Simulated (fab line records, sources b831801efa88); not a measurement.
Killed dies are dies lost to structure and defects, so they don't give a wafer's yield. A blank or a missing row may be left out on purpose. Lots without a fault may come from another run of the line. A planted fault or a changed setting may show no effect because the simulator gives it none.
fab line records | flow sky130
record lots=7 wafers=21 last_day=51
route steps=708 shown VIA3@587 METAL4@598 PAD_OPEN@708
lots that met no fault: from a run of the same line without faults
start_h: hours from the record's first day to the start of the lot's first wafer shown | wait_h: hours since the lot's step before | " the same as in the row above | L1.1+2: a row that stands for several wafers | - no value, or no start given | * or withheld: withheld | < > ~ a bound
route shown NAME@n: a module of which the file shows steps, and the number in the route of the first | usual: mean/standard deviation of fault-free wafers | same: alike in all rows | chamber/n: place in a boat | sites: the reading at each site | _std_site: their standard deviation | _edge_site: outer sites' mean less inner sites' | radius_mm: how far each site lies from the wafer's centre | mask NAME#n: copy n | behind: the tool/chamber that last shaped the wafer | hold: why the lot was held/for how many hours/how that ended | device: the transistor (n, p or np) that didn't switch | end of line: the same wafers' tests at the end of the route | a step without rows: its recipe alone | killed: dies lost to structure and defects at the first sort, not the wafer's yield | map: a wafer's dies, x killed, . not, _ none there
set.NAME: the setting as run; set.NAME@STEP: as run at that earlier step | model.NAME: the simulator's own value behind a step, which no gauge read
lots at some steps of the route; a table a step, a row a wafer
services: from which hour (start_h, from the record's first day; less than 0 if before it) a tool's chamber was out of use, for how many hours, and why
## steps
# step SKY_VIA3_ETCH_14
# recipe chemistry=N2/H2 target=BARC ion_energy_ev=200 source_w=500 bias_w=100 pressure_mtorr=30 n2_flow_sccm=100 h2_flow_sccm=200 stop_on=SiO2 time_s=45.9 target_depth_a=600
# step SKY_VIA3_ETCH_15
# recipe target=SiO2 chemistry=C4F8/O2/Ar target_depth_nm=507 stop_on=TiN mask_material=KrF-thick source_w=1500 bias_w=1200 pressure_mtorr=40 c4f8_flow_sccm=withheld O2_flow_sccm=6 Ar_flow_sccm=300 time_s=78
# step SKY_VIA3_STRIP_16
# recipe chemistry=O2/N2 power_w=1400 pressure_mtorr=1500 platen_temp_c=withheld o2_flow_sccm=3000 n2_flow_sccm=300 overash_fraction=0.5
# step SKY_VIA3_STRIP_17
# recipe chemistry=post_etch_residue_remover time_s=1200 temp_c=72.5
# step SKY_VIA3_CLEAN_18
# recipe chemistry=IPA time_s=180 temp_c=25
# step SKY_VIA3_CLEAN_19
# recipe chemistry=O3/DIW dry=n2_spin
# step SKY_VIA3_SPUTTER_20
# recipe material=TiN target_thk_nm=20 chamber_pressure_pa=5 power_w=4000 time_s=80
# usual throttle_valve_pct=29.9/0.97
# columns lot.wafer tool chamber start_h wait_h throttle_valve_pct
L611.3 pvd_sputter-01 - 954.85 0.0 30.5
L611.4 " - " " 30.9
L611.5 " - " " 28.7
L615.1 pvd_sputter-02 - 984.35 0.0 28.3
L615.4 " - " " 29.1
L615.5 " - " " 28.6
L617.1 pvd_sputter-02 - 991.41 0.0 29.1
L617.4 " - " " 29.3
L617.6 " - " " 29.0
L618.3 pvd_sputter-02 - 1001.03 0.0 29.1
L618.4 " - " " 30.7
L618.5 " - " " 30.6
L625.1 pvd_sputter-01 - 1048.48 0.0 30.8
L625.5 " - " " 31.0
L625.6 " - " " 30.6
L630.2 pvd_sputter-02 - 1090.06 0.0 29.2
L630.5 " - " " 30.6
L630.6 " - " " 29.4
L633.1 pvd_sputter-02 - 1098.46 0.0 28.2
L633.4 " - " " 30.6
L633.6 " - " " 30.5
# step SKY_VIA3_CVD_21
# recipe material=W target_thk_nm=390 time_s=117.31 temp_c=400 pressure_torr=40
# usual heater_power_w=804/110
# columns lot.wafer tool chamber start_h wait_h heater_power_w
L611.3 cvd_w-01 1 954.95 0.1 888
L611.4 " 0 " " 807
L611.5 " 1 " " 900
L615.1 cvd_w-02 1 984.41 0.0 669
L615.4 " 0 " " 908
L615.5 " 0 " " 909
L617.1 cvd_w-02 0 991.47 0.0 884
L617.4 " 0 " " 889
L617.6 " 0 " " 883
L618.3 cvd_w-02 1 1001.13 0.1 644
L618.4 " 0 " " 891
L618.5 " 0 " " 888
L625.1 cvd_w-02 1 1048.54 0.0 647
L625.5 " 1 " " 637
L625.6 " 0 " " 914
L630.2 cvd_w-01 0 1090.12 0.0 769
L630.5 " 1 " " 899
L630.6 " 0 " " 778
L633.1 cvd_w-01 1 1098.52 0.0 904
L633.4 " 1 " " 920
L633.6 " 1 " " 891
# step SKY_VIA3_RS_MEAS_22
# recipe thk_meas_gauge=four-point-probe reads=W_of_VIA3_CVD_21+TiN_of_VIA3_SPUTTER_20
# usual VIA3_W_RS=0.2942/0.0025
# columns lot.wafer tool chamber start_h wait_h VIA3_W_RS[ohm/sq]
L611.3 film_metro-02 - 955.08 0.1 0.2937
L611.4 " - " " 0.2962
L611.5 " - " " 0.2933
L615.1 film_metro-01 - 984.53 0.1 0.2991
L615.4 " - " " 0.2947
L615.5 " - " " 0.2937
L617.1 film_metro-02 - 991.59 0.1 0.2892
L617.4 " - " " 0.2911
L617.6 " - " " 0.2894
L618.3 film_metro-01 - 1001.26 0.1 0.2945
L618.4 " - " " 0.2906
L618.5 " - " " 0.2891
L625.1 film_metro-02 - 1048.67 0.1 0.2949
L625.5 " - " " 0.2985
L625.6 " - " " 0.2922
L630.2 film_metro-02 - 1090.26 0.1 0.2938
L630.5 " - " " 0.2914
L630.6 " - " " 0.2970
L633.1 film_metro-03 - 1098.64 0.1 0.2874
L633.4 " - " " 0.2899
L633.6 " - " " 0.2891
# step SKY_VIA3_THK_MEAS_23
# recipe thk_meas_gauge=xrf reads=W_of_VIA3_CVD_21
# usual VIA3_W_THK=380/6.6
# columns lot.wafer tool chamber start_h wait_h VIA3_W_THK[nm]
L611.3 film_metro-02 - 955.18 0.1 379
L611.4 " - " " 375
L611.5 " - " " 375
L615.1 film_metro-01 - 984.65 0.1 380
L615.4 " - " " 381
L615.5 " - " " 387
L617.1 film_metro-02 - 991.71 0.1 379
L617.4 " - " " 378
L617.6 " - " " 380
L618.3 film_metro-01 - 1001.36 0.1 383
L618.4 " - " " 392
L618.5 " - " " 393
L625.1 film_metro-02 - 1048.79 0.1 372
L625.5 " - " " 370
L625.6 " - " " 374
L630.2 film_metro-02 - 1090.37 0.1 375
L630.5 " - " " 379
L630.6 " - " " 370
L633.1 film_metro-03 - 1098.76 0.1 393
L633.4 " - " " 391
L633.6 " - " " 391
# step SKY_VIA3_CMP_24
# recipe stop_on=SiO2 t_overpolish_s=20 down_force_psi=3.5 platen_rpm=60 target_thk_nm=0 pad_velocity_m_s=0.94248
# usual motor_current_A=10.4/1.2 overpolish_run_s=20.000/0.0083 time_to_endpoint_s=95.7/2.7
# columns lot.wafer tool chamber start_h wait_h motor_current_A overpolish_run_s time_to_endpoint_s
L611.3 cmp-02 1 955.27 0.1 8.7 20.019 96.8
L611.4 " 2 " " 11.1 20.004 98.2
L611.5 " 1 " " 8.9 19.993 92.8
L615.4 cmp-01 1 984.94 0.2 10.9 19.992 92.2
L615.1 " 3 " " 10.1 20.019 92.3
L615.5 " 1 " " 10.5 19.992 95.4
L617.4 cmp-02 1 991.93 0.2 8.5 19.992 93.2
L617.1 " 3 " " 11.6 19.990 101.3
L617.6 " 0 " " 11.8 20.004 96.6
L618.4 cmp-01 0 1001.50 0.1 8.9 19.991 92.6
L618.3 " 1 " " 10.2 19.998 91.6
L618.5 " 2 " " 12.3 19.998 98.5
L625.1 cmp-01 0 1049.27 0.5 8.7 20.019 97.0
L625.5 " 2 " " 11.3 20.007 96.5
L625.6 " 3 " " 10.4 20.008 101.4
L630.2 cmp-02 2 1090.52 0.1 10.8 19.990 99.1
L630.6 " 0 " " 11.6 19.995 90.3
L630.5 " 1 " " 8.6 19.974 93.4
L633.1 cmp-02 2 1098.87 0.1 11.6 20.000 99.3
L633.4 " 3 " " 12.6 19.998 98.7
L633.6 " 1 " " 9.2 19.998 96.9
# step SKY_METAL4_SPUTTER_00
# recipe material=Ti target_thk_nm=15 power_w=3000 time_s=10 chamber_pressure_pa=0.4
# usual throttle_valve_pct=29.8/0.98
# columns lot.wafer tool chamber start_h wait_h throttle_valve_pct
L611.3 pvd_sputter-02 - 955.52 0.2 29.0
L611.4 " - " " 28.3
L611.5 " - " " 29.3
L615.1 pvd_sputter-03 - 985.19 0.1 28.6
L615.4 " - " " 29.6
L615.5 " - " " 28.8
L617.1 pvd_sputter-03 - 992.18 0.1 29.7
L617.4 " - " " 28.5
L617.6 " - " " 28.6
L618.3 pvd_sputter-03 - 1001.70 0.1 30.0
L618.4 " - " " 29.7
L618.5 " - " " 29.9
L625.1 pvd_sputter-02 - 1049.47 0.1 28.1
L625.5 " - " " 30.6
L625.6 " - " " 29.5
L630.2 pvd_sputter-03 - 1090.72 0.1 29.5
L630.5 " - " " 31.1
L630.6 " - " " 29.9
L633.1 pvd_sputter-03 - 1099.12 0.2 31.3
L633.4 " - " " 29.7
L633.6 " - " " 31.0
# step SKY_METAL4_SPUTTER_01
# recipe material=TiN target_thk_nm=20 power_w=6500 time_s=16.7 chamber_pressure_pa=0.4
# usual throttle_valve_pct=29.8/0.98
# columns lot.wafer tool chamber start_h wait_h throttle_valve_pct model.TiN_of_METAL4_SPUTTER_01.thk_nm
L611.3 pvd_sputter-02 - 955.54 0.0 29.0 20.19
L611.4 " - " " 28.2 20.09
L611.5 " - " " 29.3 20.17
L615.1 pvd_sputter-03 - 985.21 0.0 28.3 19.83
L615.4 " - " " 29.8 28.96
L615.5 " - " " 28.7 19.74
L617.1 pvd_sputter-03 - 992.21 0.0 29.6 29.22
L617.4 " - " " 28.6 19.93
L617.6 " - " " 28.8 19.86
L618.3 pvd_sputter-03 - 1001.72 0.0 30.1 20.26
L618.4 " - " " 29.7 29.61
L618.5 " - " " 29.8 29.57
L625.1 pvd_sputter-02 - 1049.49 0.0 28.2 20.2
L625.5 " - " " 30.6 20
L625.6 " - " " 29.4 20.09
L630.2 pvd_sputter-03 - 1090.74 0.0 29.7 19.91
L630.5 " - " " 31.5 19.76
L630.6 " - " " 30.1 19.89
L633.1 pvd_sputter-03 - 1099.14 0.0 31.5 20.09
L633.4 " - " " 30.0 20.26
L633.6 " - " " 31.1 20.11
# step SKY_METAL4_SPUTTER_02
# recipe material=AlCu target_thk_nm=735 power_w=10600 time_s=39.1 chamber_pressure_pa=0.4
# usual throttle_valve_pct=29.7/0.98
# columns lot.wafer tool chamber start_h wait_h throttle_valve_pct
L611.3 pvd_sputter-02 - 955.56 0.0 29.0
L611.4 " - " " 28.3
L611.5 " - " " 29.1
L615.1 pvd_sputter-03 - 985.24 0.0 28.8
L615.4 " - " " 29.6
L615.5 " - " " 28.4
L617.1 pvd_sputter-03 - 992.23 0.0 29.7
L617.4 " - " " 28.8
L617.6 " - " " 28.7
L618.3 pvd_sputter-03 - 1001.74 0.0 30.1
L618.4 " - " " 29.7
L618.5 " - " " 29.7
L625.1 pvd_sputter-02 - 1049.51 0.0 28.3
L625.5 " - " " 30.5
L625.6 " - " " 29.3
L630.2 pvd_sputter-03 - 1090.77 0.0 29.5
L630.5 " - " " 31.0
L630.6 " - " " 30.4
L633.1 pvd_sputter-03 - 1099.17 0.0 31.4
L633.4 " - " " 30.0
L633.6 " - " " 31.3
# step SKY_PAD_OPEN_PROBE_99
# usual defect_limited_yield=82.5/2 killed_at_M0_to_M3=44/6.9 killed_at_M4_up=3.1/1.7 killed_at_contacts=25/5.6 killed_at_front_end=14/4.3 killed_at_other=0.3/0.51 killed_dies=86/9.8 killed_on_rim=17/3.8 killed_open=47/6.5 killed_short=39/6.6 sort_bin_3_pad_short=0.8/0.46 sort_bin_5_function=10.3/1.5 sort_bin_6_memory=6.4/1 sort_n_pass=406/9.8 sort_yield_pct=82.5/2
# same gross_dies=492 killed_at_back_side=0 sort_bin_4_leakage[%]=0 sort_bin_8_speed[%]=0
# columns lot.wafer tool chamber start_h wait_h defect_limited_yield[%] killed_at_M0_to_M3 killed_at_M4_up killed_at_contacts killed_at_front_end killed_at_other killed_dies killed_on_rim killed_open killed_short sort_bin_3_pad_short[%] sort_bin_5_function[%] sort_bin_6_memory[%] sort_n_pass sort_yield_pct[%]
L611.3 prober-01 - 1102.97 0.2 79.1 44 9 32 18 0 103 16 56 47 1.4 12.2 7.3 389 79.1
L611.4 prober-01 - 1103.02 0.2 81.3 51 3 27 11 0 92 16 46 46 0.6 11.0 7.1 400 81.3
L611.5 prober-01 - 1103.07 0.2 81.7 41 2 33 14 0 90 16 46 44 1.0 10.0 7.3 402 81.7
L615.1 prober-01 - 1125.07 0.1 85.2 38 1 16 18 0 73 10 41 32 0.4 7.7 6.7 419 85.2
L615.4 prober-01 - 1125.22 0.2 81.7 46 3 29 10 2 90 17 49 41 0.6 11.2 6.5 402 81.7
L615.5 prober-01 - 1125.27 0.2 81.9 55 3 23 7 1 89 19 55 34 0.6 9.8 7.7 403 81.9
L617.1 prober-01 - 1131.44 0.1 83.9 37 5 21 16 0 79 16 45 34 1.0 9.3 5.7 413 83.9
L617.4 prober-01 - 1131.59 0.2 82.7 44 2 22 17 0 85 18 44 41 1.4 11.0 4.9 407 82.7
L617.6 prober-01 - 1131.69 0.2 79.9 56 3 21 19 0 99 13 50 49 0.8 11.4 7.9 393 79.9
L618.3 prober-02 - 1140.82 0.2 81.5 48 4 21 18 0 91 13 52 39 1.0 11.6 5.9 401 81.5
L618.4 prober-02 - 1140.87 0.2 83.1 41 3 24 15 0 83 8 43 40 1.2 8.3 7.3 409 83.1
L618.5 prober-02 - 1140.92 0.2 84.8 42 5 17 11 0 75 17 37 38 0.8 8.7 5.7 417 84.8
L625.1 prober-01 - 1177.64 0.1 82.7 45 3 22 15 0 85 17 50 35 0.4 10.8 6.1 407 82.7
L625.5 prober-01 - 1177.84 0.2 86.2 27 5 21 14 1 68 14 43 25 0.8 8.3 4.7 424 86.2
L625.6 prober-01 - 1177.89 0.2 82.5 36 3 29 17 1 86 15 43 43 1.6 9.8 6.1 406 82.5
L630.2 prober-02 - 1208.71 0.1 82.5 51 1 18 16 0 86 17 51 35 1.0 10.0 6.5 406 82.5
L630.5 prober-02 - 1208.86 0.2 83.3 42 6 19 15 0 82 17 50 32 1.0 9.3 6.3 410 83.3
L630.6 prober-02 - 1208.91 0.2 84.8 42 4 19 10 0 75 14 41 34 0.4 8.7 6.1 417 84.8
L633.1 prober-02 - 1214.53 0.1 78.7 51 3 31 20 0 105 20 56 49 0.8 13.2 7.3 387 78.7
L633.4 prober-02 - 1214.68 0.2 77.0 47 4 47 15 0 113 26 64 49 0.8 12.8 9.3 379 77.0
L633.6 prober-02 - 1214.78 0.2 82.7 45 1 26 12 1 85 17 46 39 0.2 8.1 8.9 407 82.7
# killed by level:class
L611.3 CONTACT:geometric_particle:open=12 VIA1:geometric_particle:open=12 VIA3:geometric_particle:open=10 FIELD_ISO:geometric_particle:short=7 LI_CONTACT:geometric_particle:open=7 CONTACT:geometric_particle:short=7 POLY_GATE:geometric_particle:short=6 METAL4:geometric_particle:short=6
L611.4 CONTACT:geometric_particle:open=11 VIA1:geometric_particle:open=10 VIA2:geometric_particle:open=8 METAL2:geometric_particle:short=7 FIELD_ISO:geometric_particle:short=6 VIA2:geometric_particle:short=5 VIA3:geometric_particle:open=5 LI_CONTACT:geometric_particle:short=4
L611.5 CONTACT:geometric_particle:open=15 METAL1:geometric_particle:short=9 VIA1:geometric_particle:open=8 CONTACT:geometric_particle:short=6 VIA1:geometric_particle:short=6 FIELD_ISO:geometric_particle:open=5 LOCAL_INTERCONNECT:geometric_particle:short=5 VIA2:geometric_particle:open=5
L615.1 VIA2:geometric_particle:open=10 VIA1:geometric_particle:open=7 CONTACT:geometric_particle:open=6 LOCAL_INTERCONNECT:geometric_particle:short=5 METAL2:geometric_particle:short=5 FIELD_ISO:geometric_particle:open=4 FIELD_ISO:geometric_particle:short=4 POLY_GATE:geometric_particle:short=4
L615.4 LI_CONTACT:geometric_particle:open=11 VIA1:geometric_particle:open=11 CONTACT:geometric_particle:open=7 VIA2:geometric_particle:open=6 METAL2:geometric_particle:short=5 LOCAL_INTERCONNECT:geometric_particle:short=4 VIA1:geometric_particle:short=4 VIA2:geometric_particle:short=4
L615.5 VIA1:geometric_particle:open=11 VIA2:geometric_particle:open=8 VIA3:geometric_particle:open=8 LI_CONTACT:geometric_particle:open=7 METAL2:geometric_particle:short=6 VIA1:geometric_particle:short=6 CONTACT:geometric_particle:open=6 METAL1:geometric_particle:short=5
L617.1 CONTACT:geometric_particle:open=10 VIA1:geometric_particle:open=9 METAL2:geometric_particle:short=6 LI_CONTACT:geometric_particle:open=5 CONTACT:geometric_particle:short=5 FIELD_ISO:geometric_particle:open=4 VIA3:geometric_particle:open=4 METAL4:geometric_particle:short=4
L617.4 VIA1:geometric_particle:open=11 CONTACT:geometric_particle:short=8 CONTACT:geometric_particle:open=7 VIA1:geometric_particle:short=7 LI_CONTACT:geometric_particle:open=6 FIELD_ISO:geometric_particle:short=5 METAL2:geometric_particle:short=5 FIELD_ISO:geometric_particle:open=4
L617.6 VIA1:geometric_particle:open=11 METAL2:geometric_particle:short=8 CONTACT:geometric_particle:open=8 VIA2:geometric_particle:open=8 POLY_GATE:geometric_particle:short=6 VIA1:geometric_particle:short=6 METAL1:geometric_particle:short=5 VIA3:geometric_particle:open=5
L618.3 VIA1:geometric_particle:open=11 VIA2:geometric_particle:open=11 LI_CONTACT:geometric_particle:open=10 VIA3:geometric_particle:open=7 POLY_GATE:geometric_particle:open=6 VIA1:geometric_particle:short=5 FIELD_ISO:geometric_particle:short=4 METAL4:geometric_particle:short=4
L618.4 VIA1:geometric_particle:open=11 CONTACT:geometric_particle:open=10 FIELD_ISO:geometric_particle:short=6 LI_CONTACT:geometric_particle:open=6 VIA3:geometric_particle:open=6 METAL2:geometric_particle:short=5 VIA1:geometric_particle:short=4 CONTACT:geometric_particle:short=4
L618.5 VIA1:geometric_particle:open=11 CONTACT:geometric_particle:open=6 FIELD_ISO:geometric_particle:short=5 VIA2:geometric_particle:open=5 METAL3:geometric_particle:short=5 METAL4:geometric_particle:short=4 VIA1:geometric_particle:short=4 POLY_GATE:geometric_particle:open=3
L625.1 VIA1:geometric_particle:open=14 CONTACT:geometric_particle:open=11 VIA3:geometric_particle:open=7 METAL2:geometric_particle:short=7 VIA1:geometric_particle:short=5 FIELD_ISO:geometric_particle:short=4 FIELD_ISO:geometric_particle:open=4 LI_CONTACT:geometric_particle:open=3
L625.5 CONTACT:geometric_particle:open=10 METAL1:geometric_particle:short=7 VIA1:geometric_particle:open=7 FIELD_ISO:geometric_particle:open=6 LI_CONTACT:geometric_particle:open=5 VIA3:geometric_particle:open=5 LI_CONTACT:geometric_particle:short=4 FIELD_ISO:geometric_particle:short=3
L625.6 CONTACT:geometric_particle:open=9 VIA1:geometric_particle:short=9 VIA1:geometric_particle:open=8 FIELD_ISO:geometric_particle:short=7 CONTACT:geometric_particle:short=7 VIA2:geometric_particle:open=7 LI_CONTACT:geometric_particle:short=5 METAL1:geometric_particle:short=5
L630.2 VIA1:geometric_particle:open=18 CONTACT:geometric_particle:open=9 VIA3:geometric_particle:open=7 FIELD_ISO:geometric_particle:short=6 VIA1:geometric_particle:short=6 METAL2:geometric_particle:short=5 POLY_GATE:geometric_particle:open=4 POLY_GATE:geometric_particle:short=4
L630.5 VIA3:geometric_particle:open=12 LI_CONTACT:geometric_particle:open=8 VIA1:geometric_particle:open=6 VIA2:geometric_particle:open=6 FIELD_ISO:geometric_particle:short=5 POLY_GATE:geometric_particle:open=5 CONTACT:geometric_particle:open=5 METAL4:geometric_particle:short=5
L630.6 VIA3:geometric_particle:open=8 CONTACT:geometric_particle:open=7 VIA1:geometric_particle:open=6 VIA2:geometric_particle:open=6 VIA3:geometric_particle:short=6 LI_CONTACT:geometric_particle:open=5 VIA2:geometric_particle:short=5 METAL2:geometric_particle:short=4
L633.1 VIA3:geometric_particle:open=15 CONTACT:geometric_particle:open=9 METAL1:geometric_particle:short=8 LI_CONTACT:geometric_particle:open=8 FIELD_ISO:geometric_particle:short=7 CONTACT:geometric_particle:short=7 VIA1:geometric_particle:open=7 METAL2:geometric_particle:short=5
L633.4 VIA1:geometric_particle:open=15 CONTACT:geometric_particle:open=14 LOCAL_INTERCONNECT:geometric_particle:short=11 LI_CONTACT:geometric_particle:open=10 FIELD_ISO:geometric_particle:open=8 VIA3:geometric_particle:open=8 CONTACT:geometric_particle:short=6 LI_CONTACT:geometric_particle:short=5
L633.6 METAL1:geometric_particle:short=12 LI_CONTACT:geometric_particle:open=11 VIA1:geometric_particle:open=10 CONTACT:geometric_particle:open=8 VIA3:geometric_particle:open=8 FIELD_ISO:geometric_particle:short=7 CONTACT:geometric_particle:short=5 FIELD_ISO:geometric_particle:open=4
## services
# columns tool chamber start_h hours kind
cmp-01 - 931.19 12.7 pm
pvd_sputter-01 0 932.38 - consumable_replace:kit
pvd_sputter-01 0 932.38 18.0 scheduled_down
cmp-02 - 938.78 2.3 repair
cvd_w-01 1 939.71 7.8 repair
pvd_sputter-02 - 940.23 1.1 repair
cmp-02 - 961.51 5.8 pm
cmp-02 - 985.68 0.9 repair
cmp-02 - 999.84 7.2 pm
cmp-02 - 1007.70 1.8 repair
cmp-01 - 1020.43 2.0 repair
pvd_sputter-02 3 1034.83 - consumable_replace:kit
pvd_sputter-02 3 1034.83 18.0 scheduled_down
pvd_sputter-02 3 1034.83 18.0 vent_cycle
cmp-02 - 1042.62 9.0 repair
pvd_sputter-03 2 1049.31 - consumable_replace:kit
pvd_sputter-03 2 1049.31 18.0 scheduled_down
pvd_sputter-03 2 1049.31 18.0 vent_cycle
cmp-02 - 1065.89 10.0 pm
pvd_sputter-01 - 1072.57 0.6 repair
cvd_w-02 - 1082.14 1.1 repair
cmp-02 - 1084.00 4.0 pm
cmp-02 - 1088.00 - consumable_replace:conditioner
cmp-02 - 1088.00 - consumable_replace:pad
## key
first_sign none at tools or gauges
model_effect step=SKY_METAL4_SPUTTER_01 value=TiN_of_METAL4_SPUTTER_01.thk_nm without=20.14 struck=29.34
met_at SKY_METAL4_SPUTTER_01
struck_wafers L615.4,L617.1,L618.4,L618.5
fault kind=process_parameter_drift tool=pvd_sputter-03 chamber=- onset_h=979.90 steps=SKY_METAL4_SPUTTER_01 channel=target_thk_nm offset=9.1966 shape=step end_h=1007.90 acts_in=these_recipes_only stated=20 scope=struck_wafers_only
